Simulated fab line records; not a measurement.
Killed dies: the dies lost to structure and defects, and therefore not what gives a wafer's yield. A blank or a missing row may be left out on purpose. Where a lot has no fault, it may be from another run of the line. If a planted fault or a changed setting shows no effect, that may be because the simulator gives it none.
2 desks looking at one fault :: flow sky130 :: numbers are kept per desk, each desk with only its own; the story behind them comes last

== FROM THE METROLOGY DESK ==
Lot by lot, what the gauges showed, no matter which tool ran the lot: averages of those sampled wafers that carry a number. Any lot whose mean is over 4 standard deviations away from the usual mean is out of limits and marked OUT; that distance is given in the brackets. 7 of its 9 readings are shown, namely those furthest out on some lot.
Columns: A = cd nm at SKY_METAL2_CD_MEAS_15, usual 140.0 nm; B = METAL2_OVL at SKY_METAL2_OVL_MEAS_16, usual 4 nm; C = VIA2_HDPCVD_THK at SKY_VIA2_THK_MEAS_01, usual 1184 nm; D = VIA2_BOW at SKY_VIA2_BOW_MEAS_03, usual 87 um; E = cd nm at SKY_VIA2_CD_MEAS_12, usual 199.7 nm; F = VIA2_OVL at SKY_VIA2_OVL_MEAS_13, usual 2 nm; G = VIA2_W_THK at SKY_VIA2_THK_MEAS_23, usual 424 nm
lot: L799
first seen here: day 36 20:42
A: 138.8
B: -4
C: 1190
D: 74
E: 199.1
F: 8
G: 422

lot: L800
first seen here: day 37 09:43
A: 141.5
B: 9
C: 1169
D: 78
E: 199.6
F: 7
G: 425

lot: L804
first seen here: day 38 08:07
A: 141.2
B: 5
C: 1196
D: 92
E: 198.6
F: 4
G: 419

lot: L803
first seen here: day 38 08:16
A: 138.2
B: 12
C: 1190
D: 87
E: 199.2
F: 2
G: 424

lot: L806
first seen here: day 38 19:58
A: 141.0
B: 1
C: 1183
D: 89
E: 199.4
F: -3
G: 429

lot: L808
first seen here: day 39 15:15
A: 139.8
B: 0
C: 1185
D: 89
E: 198.2
F: 7
G: 425
Finding of this desk: none of the 6 lots has anything out of limits.

== AT THE TOOL OWNER'S DESK: cmp-01 ==
The tool's own readings at SKY_VIA2_CMP_02 (polishes SiO2): means of the sampled wafers that have a number, for each lot that ran on this tool. Any lot whose mean is over 4 standard deviations away from the usual mean is out of limits and marked OUT; that distance is given in the brackets.
Columns: A = motor current A at SKY_VIA2_CMP_02, usual 11.4 A
lot: L804
first seen here: day 38 09:24
A: 11.2

lot: L806
first seen here: day 38 21:15
A: 11.6

lot: L808
first seen here: day 39 16:23
A: 11.5
Finding of this desk: none of the 3 lots has anything out of limits.

== PUT TOGETHER ==
The metrology desk saw nothing out of limits.
The tool owner's desk saw nothing out of limits.

== WHAT WAS PUT IN BY THE SIMULATOR ==
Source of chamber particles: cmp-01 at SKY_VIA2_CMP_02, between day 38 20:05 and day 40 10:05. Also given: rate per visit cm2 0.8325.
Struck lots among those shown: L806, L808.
